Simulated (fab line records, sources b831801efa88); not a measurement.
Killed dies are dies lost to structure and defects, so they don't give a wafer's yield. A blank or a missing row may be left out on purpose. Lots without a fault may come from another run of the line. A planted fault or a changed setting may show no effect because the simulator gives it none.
Which tool did it? | flow gf180mcu | 6 lots, 18 wafers sampled, at 4 steps of a route of 602

WHAT THE GAUGES READ, wafer by wafer
GF_V1_THK_MEAS_03.
lot  | measured     | on            | V1_CVD_02_THK (nm)
L962 | day 19 05:43 | film_metro-01 | 828 849 846
L968 | day 21 05:31 | film_metro-02 | 654 837 861
L970 | day 22 03:26 | film_metro-02 | 847 851 846
L972 | day 22 19:52 | film_metro-02 | 837 830 858
L978 | day 24 18:24 | film_metro-01 | 824 827 859
L980 | day 25 09:11 | film_metro-01 | 823 821 835

WHICH TOOL RAN EACH LOT (tool, then ch and the chambers of the sampled wafers, then the start)
lot  | GF_CONTACT_CMP_04             | GF_CONTACT_CVD_24             | GF_V1_CVD_02
L962 | cmp-01 ch 2,3, day 17 02:52   | cvd_w-02 ch 0, day 18 03:28   | pecvd-03 ch 1,2, day 19 05:38
L968 | cmp-01 ch 0,2, day 19 02:10   | cvd_w-02 ch 0,1, day 20 03:31 | pecvd-03 ch 0,1,2, day 21 05:26
L970 | cmp-02 ch 0,1, day 19 23:40   | cvd_w-02 ch 0,1, day 21 01:35 | pecvd-04 ch 0,2, day 22 03:23
L972 | cmp-01 ch 0,2,3, day 20 17:45 | cvd_w-01 ch 0,1, day 21 19:10 | pecvd-04 ch 0,1, day 22 19:47
L978 | cmp-01 ch 0,2,3, day 22 19:05 | cvd_w-01 ch 0,1, day 23 18:54 | pecvd-04 ch 0,1,2, day 24 18:19
L980 | cmp-01 ch 1,2,3, day 23 11:22 | cvd_w-01 ch 0,1, day 24 08:55 | pecvd-02 ch 1,2, day 25 09:07
- GF_CONTACT_CMP_04: polishes SiO2.
- GF_CONTACT_CVD_24: deposits W, target thk 300 nm, time 90.339 s.
- GF_V1_CVD_02: deposits SiO2 from TEOS, target thk 850 nm, time 94.851 s.

THE ANSWER, worked out from the rows above alone
Rule: what is usual is taken from the lots themselves. Put in order of their means at a reading, lots are off if they are a third of the lots or fewer, leave a main group of 4 or more, and stand apart from it by a gap of 3 or more times the standard deviation of the main group's means; of several such gaps the widest counts. A main group whose means are all the same, to the digits that the tables above print for the reading, isn't used. A lot without any number at a reading at which 4 lots or more have one is off too. The other lots that the step has rows for count as sound.
Off: L968, at GF_V1_THK_MEAS_03 (V1_CVD_02_THK). The main group: mean 839 nm, standard deviation 7.2.
A tool fits if, at a process step before that reading, it ran every lot that is off, and no sound lot after the first of them. The gauges at GF_V1_THK_MEAS_03 are tried like those tools. One fits: pecvd-03 at GF_V1_CVD_02. Its last sound lot is L962 (day 19 05:38), its first lot that is off L968 (day 21 05:26): a fault that began between those two fits.

WHAT THE SIMULATOR HAD PUT IN
Process parameter drift: pecvd-03, from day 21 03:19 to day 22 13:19, at GF_V1_CVD_02. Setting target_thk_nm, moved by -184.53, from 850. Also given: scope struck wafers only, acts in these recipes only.
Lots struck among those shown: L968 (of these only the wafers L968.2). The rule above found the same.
